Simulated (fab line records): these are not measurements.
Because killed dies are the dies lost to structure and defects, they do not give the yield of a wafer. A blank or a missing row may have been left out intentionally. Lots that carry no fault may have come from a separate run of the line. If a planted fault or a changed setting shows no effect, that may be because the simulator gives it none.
One fault through the eyes of 2 desks	flow sfq line	each desk holds nothing but its own numbers, with what lay behind them at the end

FROM THE METROLOGY DESK
Means of the sampled wafers that have a number, per lot and without regard to the tool the lot ran on: this is what the gauges read. If a lot's mean is further than 4 standard deviations from the usual mean, the lot is out of limits and carries the mark OUT (the distance appears in the brackets).
Columns: A = M0_NB_RS at SFQ_M0_RS_MEAS_904, usual 0.893 ohm/sq; B = M0_OVL at SFQ_M0_OVL_MEAS_906, usual 0 nm
lot	first seen here	A	B
L209	day 9 08:43	0.885	-5
L218	day 12 09:33	0.897	-4
L220	day 12 21:35	0.892	-1
L222	day 13 11:14	0.877	3
L230	day 15 18:53	0.899	-2
L231	day 16 01:00	0.891	4
This desk's verdict: no lot among the 6 shows anything out of limits.

TOOL OWNER'S DESK, rie metal-02
The tool's own readings at SFQ_TRILAYER_M0_ETCH_METAL_ETCH_024 (etches Nb in Cl2/Ar, stops on SiO2, target depth 240 nm, time 120 s): means of the sampled wafers that have a number, for each lot that ran on this tool. If a lot's mean is further than 4 standard deviations from the usual mean, the lot is out of limits and carries the mark OUT (the distance appears in the brackets).
Columns: A = drypump motor current A at SFQ_TRILAYER_M0_ETCH_METAL_ETCH_024, usual 5.9 A; B = oes product au at SFQ_TRILAYER_M0_ETCH_METAL_ETCH_024, usual 0.892 a.u.; C = rf fwd power W at SFQ_TRILAYER_M0_ETCH_METAL_ETCH_024, usual 596.1 W
lot	first seen here	A	B	C
L209	day 14 05:31	6.2	0.891	597.0
L218	day 17 14:43	6.1	0.890	596.9
L220	day 18 06:22	6.2	0.896	660.8 (+34) OUT
L222	day 19 04:02	6.2	0.897	659.4 (+33) OUT
Finding of this desk: L220, L222 out of limits; the first was L220 at day 18 06:22, on rf fwd power W at SFQ_TRILAYER_M0_ETCH_METAL_ETCH_024. L209, L218 stayed within limits.

ALL TOGETHER
On L220, L222, at day 18 06:22, an alarm was possible from the tool owner's desk.
From the metrology desk's view, nothing was out of limits.
The metrology desk holds a record of L220, L222, inside its limits.
SFQ_TRILAYER_M0_ETCH_METAL_ETCH_024 was run on rie metal-02 by each of the lots named.

WHAT THE SIMULATOR PUT IN
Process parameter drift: rie metal-02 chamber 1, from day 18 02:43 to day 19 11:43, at SFQ_TRILAYER_M0_ETCH_METAL_ETCH_024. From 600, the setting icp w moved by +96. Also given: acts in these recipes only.
Lots struck among those shown: L220, L222.
How many hours passed from the start of the fault until each desk's first out-of-limits reading: the tool owner's desk, 4.
